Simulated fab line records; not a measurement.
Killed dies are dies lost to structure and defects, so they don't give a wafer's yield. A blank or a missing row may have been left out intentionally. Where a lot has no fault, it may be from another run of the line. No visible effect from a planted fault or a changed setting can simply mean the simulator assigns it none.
fab line records	flow sky130
record lots=11	wafers=33	lastDay=50
route steps=708 shown METAL4@600 CAP2M@606 PAD_OPEN@708
lots that met no fault: from a run of the same line without faults
startH: hours from the record's first day to the start of the lot's first wafer shown	waitH: time in hours since the lot's previous step	" same as the row above	L1.1+2: one row covering several wafers at once	- no value, or no start given	* or withheld: withheld	< > ~ a bound
route shown NAME@n: a module of which the file shows steps, and the number in the route of the first	usual: the fault-free wafers' mean and standard deviation	same: alike in all rows	chamber/n: place in a boat	sites: per-site readings	_std_site: the values' standard deviation	_edge_site: the outer-site mean with the inner-site mean subtracted	radiusMm: how far each site lies from the wafer's centre	mask NAME#n: copy n	behind: the last tool/chamber to shape the wafer	hold: why the lot was held/for how many hours/how that ended	device: the n, p or np transistor that did not switch	end of line: the same wafers' tests at the end of the route	step lacking rows: just its recipe	killed: not the wafer's yield, but the dies lost to structure and defects at the first sort	map: the dies of a wafer, with x for killed, . for not killed, _ for no die there
set.NAME: the setting as run; set.NAME@STEP: as run at that earlier step	model.NAME: the simulator's own value behind a step, which no gauge read
the route's steps for a sample of lots (tables are steps, rows are wafers)
services: the hour from which a tool's chamber was out of use, counted from the record's first day as startH (under 0 if before that day), plus the number of hours and why
## steps
# step SKY_METAL4_SPUTTER_02
# recipe material=AlCu	targetThkNm=735	powerW=10600	timeS=39.1	chamberPressurePa=0.4
# usual throttleValvePct=29.5/1
lot.wafer	tool	chamber	startH	waitH	throttleValvePct
L692.4	pvdSputter-01	-	952.44	0.0	29.4
L692.5	"	-	"	"	29.4
L692.6	"	-	"	"	28.5
L693.2	pvdSputter-01	-	963.00	0.0	29.6
L693.5	"	-	"	"	30.4
L693.6	"	-	"	"	28.2
L694.1	pvdSputter-04	-	972.49	0.0	30.1
L694.2	"	-	"	"	29.8
L694.4	"	-	"	"	29.1
L696.1	pvdSputter-03	-	980.78	0.0	29.1
L696.4	"	-	"	"	28.6
L696.6	"	-	"	"	29.3
L698.1	pvdSputter-01	-	998.53	0.0	29.4
L698.2	"	-	"	"	30.2
L698.3	"	-	"	"	27.6
L701.1	pvdSputter-01	-	1056.18	0.0	28.3
L701.2	"	-	"	"	30.3
L701.3	"	-	"	"	27.7
L703.2	pvdSputter-01	-	1057.98	0.0	28.3
L703.3	"	-	"	"	29.6
L703.6	"	-	"	"	27.6
L706.1	pvdSputter-01	-	1063.21	0.0	30.4
L706.2	"	-	"	"	27.5
L706.3	"	-	"	"	29.7
L709.1	pvdSputter-03	-	1069.54	0.0	28.6
L709.2	"	-	"	"	29.2
L709.5	"	-	"	"	28.5
L710.1	pvdSputter-04	-	1079.88	0.0	29.0
L710.5	"	-	"	"	30.0
L710.6	"	-	"	"	29.7
L711.4	pvdSputter-03	-	1084.25	0.0	30.2
L711.5	"	-	"	"	29.8
L711.6	"	-	"	"	31.1
# step SKY_CAP2M_RS_MEAS_03
# recipe thkMeasGauge=four-point-probe	reads=TiN_of_CAP2M_SPUTTER_02
# usual CAP2M_TIN_RS=6.89/0.087
lot.wafer	tool	chamber	startH	waitH	CAP2M_TIN_RS[ohm/sq]
L692.4	filmMetro-01	-	952.80	0.1	6.95
L692.5	"	-	"	"	6.99
L692.6	"	-	"	"	7.09
L693.2	filmMetro-02	-	963.32	0.1	6.91
L693.5	"	-	"	"	6.87
L693.6	"	-	"	"	6.81
L694.1	filmMetro-03	-	972.78	0.1	6.87
L694.2	"	-	"	"	6.72
L694.4	"	-	"	"	6.83
L696.1	filmMetro-01	-	981.07	0.1	6.91
L696.4	"	-	"	"	6.93
L696.6	"	-	"	"	6.77
L698.1	filmMetro-03	-	998.83	0.1	6.88
L698.2	"	-	"	"	6.84
L698.3	"	-	"	"	6.91
L701.1	filmMetro-03	-	1056.52	0.1	6.87
L701.2	"	-	"	"	6.85
L701.3	"	-	"	"	6.94
L703.2	filmMetro-01	-	1058.30	0.1	6.95
L703.3	"	-	"	"	6.90
L703.6	"	-	"	"	6.92
L706.1	filmMetro-01	-	1063.51	0.1	6.84
L706.2	"	-	"	"	6.86
L706.3	"	-	"	"	6.90
L709.1	filmMetro-03	-	1069.84	0.1	6.94
L709.2	"	-	"	"	6.87
L709.5	"	-	"	"	6.96
L710.1	filmMetro-01	-	1080.17	0.1	6.91
L710.5	"	-	"	"	6.87
L710.6	"	-	"	"	6.95
L711.4	filmMetro-03	-	1084.61	0.1	7.00
L711.5	"	-	"	"	6.99
L711.6	"	-	"	"	7.06
# step SKY_METAL4_DESCUM_15
# recipe chemistry=O2	sourcePowerW=150	biasPowerW=0	pressureMtorr=10	tempC=40	timeS=8
# usual drypumpMotorCurrentA=6.07/0.25	oesProductAu=0.992/0.01
# same biasPowerW=0	timeS=8
lot.wafer	tool	chamber	startH	waitH	drypumpMotorCurrentA	oesProductAu	rfHoursCounterH
L692.4	rieMetal-03	1	1001.37	0.0	6.18	0.988	-
L692.5	"	1	"	"	6.15	0.986	-
L692.6	"	1	"	"	6.19	0.984	-
L693.2	rieMetal-03	1	1010.31	0.0	6.18	0.988	-
L693.5	"	1	"	"	6.16	1.002	-
L693.6	"	1	"	"	6.16	0.997	-
L694.1	rieMetal-04	0	1019.66	0.0	6.07	0.997	15
L694.2	"	1	"	"	6.34	0.989	12
L694.4	"	0	"	"	6.05	0.987	-
L696.1	rieMetal-01	0	1026.01	0.0	5.53	0.982	17
L696.4	"	1	"	"	6.23	0.988	-
L696.6	"	1	"	"	6.21	0.978	-
L698.1	rieMetal-04	0	1043.38	0.0	6.09	0.996	17
L698.2	"	1	"	"	6.34	0.991	14
L698.3	"	0	"	"	6.10	0.999	-
L701.1	rieMetal-03	1	1098.20	0.0	6.20	0.985	17
L701.2	"	0	"	"	5.75	1.011	5
L701.3	"	0	"	"	5.79	1.002	-
L703.2	rieMetal-04	1	1099.81	0.0	6.34	0.976	18
L703.3	"	1	"	"	6.34	0.978	-
L703.6	"	1	"	"	6.35	0.975	-
L706.1	rieMetal-04	0	1104.85	0.0	6.07	0.988	21
L706.2	"	1	"	"	6.33	0.979	18
L706.3	"	0	"	"	6.08	0.982	-
L709.1	rieMetal-01	0	1110.45	0.0	5.51	1.005	22
L709.2	"	1	"	"	6.21	0.994	10
L709.5	"	0	"	"	5.53	1.007	-
L710.1	rieMetal-01	1	1120.04	0.0	6.23	0.981	11
L710.5	"	1	"	"	6.21	0.990	-
L710.6	"	0	"	"	5.52	0.992	-
L711.4	rieMetal-03	0	1126.21	0.0	5.76	1.007	-
L711.5	"	1	"	"	6.17	1.006	-
L711.6	"	0	"	"	5.77	1.014	-
# step SKY_METAL4_ETCH_17
# recipe target=SiO2	stopOn=TiN	chemistry=C4F8/O2/Ar	sourceW=1500	biasW=1200	pressureMtorr=40	c4f8FlowSccm=withheld	O2_flow_sccm=6	Ar_flow_sccm=300	timeS=3.9	targetDepthA=150
# usual oesProductAu=0.752/0.0076
# same timeS=3.9
lot.wafer	tool	chamber	startH	waitH	oesProductAu	rfHoursCounterH
L692.4	rieDiel-04	0	1001.60	0.1	0.752	25
L692.5	"	3	"	"	0.760	-
L692.6	"	0	"	"	0.748	-
L693.2	rieDiel-02	1	1010.56	0.1	0.748	11
L693.5	"	3	"	"	0.771	-
L693.6	"	0	"	"	0.757	-
L694.1	rieDiel-02	3	1019.79	0.1	0.744	19
L694.2	"	0	"	"	0.764	15
L694.4	"	0	"	"	0.747	-
L696.1	rieDiel-02	1	1026.14	0.1	0.754	11
L696.4	"	0	"	"	0.755	15
L696.6	"	3	"	"	0.764	-
L698.1	rieDiel-03	1	1043.51	0.1	0.752	19
L698.2	"	2	"	"	0.751	21
L698.3	"	3	"	"	0.749	20
L701.1	rieDiel-03	1	1098.33	0.1	0.746	21
L701.2	"	2	"	"	0.740	23
L701.3	"	3	"	"	0.750	22
L703.2	rieDiel-02	0	1099.94	0.1	0.748	17
L703.3	"	3	"	"	0.743	21
L703.6	"	2	"	"	0.753	-
L706.1	rieDiel-04	0	1104.98	0.1	0.744	28
L706.2	"	2	"	"	0.768	18
L706.3	"	3	"	"	0.748	12
L709.1	rieDiel-03	1	1110.58	0.1	0.753	21
L709.2	"	0	"	"	0.745	22
L709.5	"	0	"	"	0.751	-
L710.1	rieDiel-04	0	1120.17	0.1	0.751	29
L710.5	"	1	"	"	0.750	-
L710.6	"	0	"	"	0.763	-
L711.4	rieDiel-02	0	1126.33	0.0	0.760	18
L711.5	"	2	"	"	0.762	-
L711.6	"	1	"	"	0.752	-
# step SKY_METAL4_METAL_ETCH_18
# recipe targetDepthA=8450	stopOn=SiO2	overEtchFrac=0.3	timeS=183.1	chemistry=Cl2/BCl3	resistSidewallDeg=88	pressureMtorr=10	icpW=900	biasW=48.5	Cl2_flow_sccm=60	bcl3FlowSccm=30
# usual drypumpMotorCurrentA=6.01/0.29	oesProductAu=0.864/0.0074	throttleValvePct=22.264/0.009
# same timeS=183.1
lot.wafer	tool	chamber	startH	waitH	drypumpMotorCurrentA	oesProductAu	rfHoursCounterH	throttleValvePct
L692.4	rieMetal-04	1	1001.68	0.1	6.34	0.858	-	22.286
L692.5	"	1	"	"	6.31	0.855	-	22.266
L692.6	"	0	"	"	6.06	0.870	-	22.259
L693.2	rieMetal-01	0	1010.58	0.0	5.54	0.867	16	22.278
L693.5	"	0	"	"	5.54	0.874	-	22.271
L693.6	"	1	"	"	6.26	0.877	-	22.274
L694.1	rieMetal-03	1	1019.81	0.0	6.16	0.858	12	22.276
L694.2	"	1	"	"	6.15	0.869	-	22.266
L694.4	"	1	"	"	6.16	0.863	-	22.256
L696.1	rieMetal-04	1	1026.16	0.0	6.30	0.872	13	22.261
L696.4	"	0	"	"	6.05	0.882	-	22.265
L696.6	"	1	"	"	6.31	0.872	-	22.250
L698.1	rieMetal-01	0	1043.53	0.0	5.55	0.866	18	22.262
L698.2	"	1	"	"	6.25	0.856	6	22.268
L698.3	"	1	"	"	6.23	0.876	-	22.271
L701.1	rieMetal-04	0	1098.35	0.0	6.07	0.864	21	22.257
L701.2	"	1	"	"	6.35	0.867	17	22.270
L701.3	"	1	"	"	6.36	0.857	-	22.257
L703.2	rieMetal-03	0	1099.96	0.0	5.73	0.908	5	22.268
L703.3	"	0	"	"	5.72	0.901	-	22.285
L703.6	"	0	"	"	5.74	0.900	-	22.259
L706.1	rieMetal-03	1	1105.00	0.0	6.21	0.913	18	22.259
L706.2	"	0	"	"	5.73	0.901	6	22.261
L706.3	"	1	"	"	6.21	0.895	-	22.261
L709.1	rieMetal-03	0	1110.60	0.0	5.75	0.875	7	22.252
L709.2	"	0	"	"	5.71	0.861	-	22.262
L709.5	"	0	"	"	5.75	0.868	-	22.249
L710.1	rieMetal-03	0	1120.19	0.0	5.75	0.862	8	22.251
L710.5	"	0	"	"	5.77	0.863	-	22.260
L710.6	"	0	"	"	5.74	0.857	-	22.264
L711.4	rieMetal-01	1	1126.41	0.1	6.22	0.869	-	22.272
L711.5	"	1	"	"	6.20	0.855	-	22.259
L711.6	"	0	"	"	5.55	0.868	-	22.264
# step SKY_PAD_OPEN_PROBE_99
# usual defectLimitedYield=82.6/2	killed_at_M0_to_M3=43/7.3	killed_at_M4_up=3.4/1.7	killedAtContacts=24/4.5	killedAtFrontEnd=16/4.4	killedAtOther=0.2/0.51	killedDies=86/9.7	killedOpen=46/6.6	killedShort=39/7.1	sort_bin_3_pad_short=0.9/0.45	sort_bin_5_function=10.4/1.4	sort_bin_6_memory=6.2/1.2	sortNPass=406/9.7	sortYieldPct=82.6/2
# same grossDies=492	killedAtBackSide=0	sort_bin_4_leakage[%]=0	sort_bin_8_speed[%]=0
lot.wafer	tool	chamber	startH	waitH	defectLimitedYield[%]	killed_at_M0_to_M3	killed_at_M4_up	killedAtContacts	killedAtFrontEnd	killedAtOther	killedDies	killedOpen	killedShort	sort_bin_3_pad_short[%]	sort_bin_5_function[%]	sort_bin_6_memory[%]	sortNPass	sortYieldPct[%]
L706.1	prober-01	-	1185.29	0.1	82.3	41	5	23	18	0	87	51	36	1.0	9.8	6.9	405	82.3
L706.2	prober-01	-	1185.34	0.1	85.8	45	2	17	6	0	70	42	28	0.4	8.5	5.3	422	85.8
L706.3	prober-01	-	1185.39	0.2	82.3	40	1	22	23	1	87	42	45	0.6	9.3	7.7	405	82.3
L710.1	prober-01	-	1197.57	0.1	83.5	39	4	30	8	0	81	38	43	1.0	10.4	5.1	411	83.5
L710.5	prober-01	-	1197.77	0.2	86.6	34	2	27	3	0	66	39	27	0.4	7.3	5.7	426	86.6
L710.6	prober-01	-	1197.82	0.2	84.6	40	2	21	13	0	76	45	31	0.4	9.3	5.7	416	84.6
# killed by level:class
L706.1 VIA1:geometricParticle:open=17 LI_CONTACT:geometricParticle:open=8 CONTACT:geometricParticle:open=7 POLY_GATE:geometricParticle:short=6 VIA1:geometricParticle:short=5 POLY_GATE:geometricParticle:open=4 VIA3:geometricParticle:open=4 FIELD_ISO:geometricParticle:open=3
L706.2 VIA1:geometricParticle:open=13 CONTACT:geometricParticle:open=9 METAL2:geometricParticle:short=6 VIA2:geometricParticle:open=6 VIA1:geometricParticle:short=5 VIA3:geometricParticle:open=5 METAL1:geometricParticle:short=4 LOCAL_INTERCONNECT:geometricParticle:short=3
L706.3 VIA1:geometricParticle:open=12 CONTACT:geometricParticle:open=7 FIELD_ISO:geometricParticle:open=6 POLY_GATE:geometricParticle:open=6 VIA1:geometricParticle:short=6 CONTACT:geometricParticle:short=5 POLY_GATE:geometricParticle:short=5 METAL2:geometricParticle:short=5
L710.1 CONTACT:geometricParticle:short=9 LI_CONTACT:geometricParticle:open=8 CONTACT:geometricParticle:open=8 METAL2:geometricParticle:short=8 VIA2:geometricParticle:open=7 VIA1:geometricParticle:open=6 METAL1:geometricParticle:short=5 FIELD_ISO:geometricParticle:short=4
L710.5 LI_CONTACT:geometricParticle:open=7 CONTACT:geometricParticle:open=7 VIA1:geometricParticle:open=7 VIA2:geometricParticle:open=6 LI_CONTACT:geometricParticle:short=5 VIA3:geometricParticle:open=4 LOCAL_INTERCONNECT:geometricParticle:short=3 METAL1:geometricParticle:short=3
L710.6 LI_CONTACT:geometricParticle:open=10 VIA1:geometricParticle:open=9 CONTACT:geometricParticle:open=7 FIELD_ISO:geometricParticle:short=5 POLY_GATE:geometricParticle:open=5 METAL1:geometricParticle:short=5 VIA1:geometricParticle:short=5 VIA3:geometricParticle:open=5
## services
tool	chamber	startH	hours	kind
rieDiel-03	3	946.18	9.8	repair
rieMetal-01	-	980.42	0.4	repair
pvdSputter-04	-	984.55	0.5	repair
pvdSputter-03	-	995.72	0.8	repair
rieMetal-03	0	997.53	-	clean
rieMetal-03	0	997.53	24.1	scheduledDown
pvdSputter-03	-	998.51	4.1	repair
rieDiel-04	-	1007.82	2.8	pm
rieDiel-02	2	1009.68	12.5	repair
pvdSputter-04	-	1027.12	3.1	repair
rieDiel-04	-	1028.51	0.6	repair
pvdSputter-01	-	1028.70	2.3	repair
pvdSputter-03	-	1030.25	5.6	repair
rieDiel-02	2	1033.80	4.3	repair
rieMetal-04	1	1048.17	2.6	repair
rieDiel-03	2	1055.07	6.5	repair
rieMetal-04	0	1056.61	1.1	repair
pvdSputter-03	-	1060.27	0.8	repair
rieDiel-04	-	1063.35	0.6	repair
pvdSputter-04	-	1073.60	4.8	repair
pvdSputter-04	-	1086.52	1.7	repair
pvdSputter-04	-	1094.89	2.0	repair
rieMetal-03	1	1110.38	10.4	repair
rieDiel-03	-	1112.92	1.1	repair
## key
firstSign step=SKY_METAL4_METAL_ETCH_18	reading=oesProductAu	direction=up	sigmas=5.3	usual=0.864	struck=0.903
effect none on later readings
metAt SKY_METAL4_SPUTTER_02
struckLots L703,L706
notActingAt SKY_CAP2M_RS_MEAS_03,SKY_METAL4_DESCUM_15,SKY_METAL4_ETCH_17
onsetBetween 1056.18 1057.98
fault kind=processParameterDrift	tool=pvdSputter-01	chamber=-	onsetH=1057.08	steps=SKY_METAL4_SPUTTER_02	channel=timeS	offset=*	shape=step	endH=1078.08	actsIn=*	stated=*
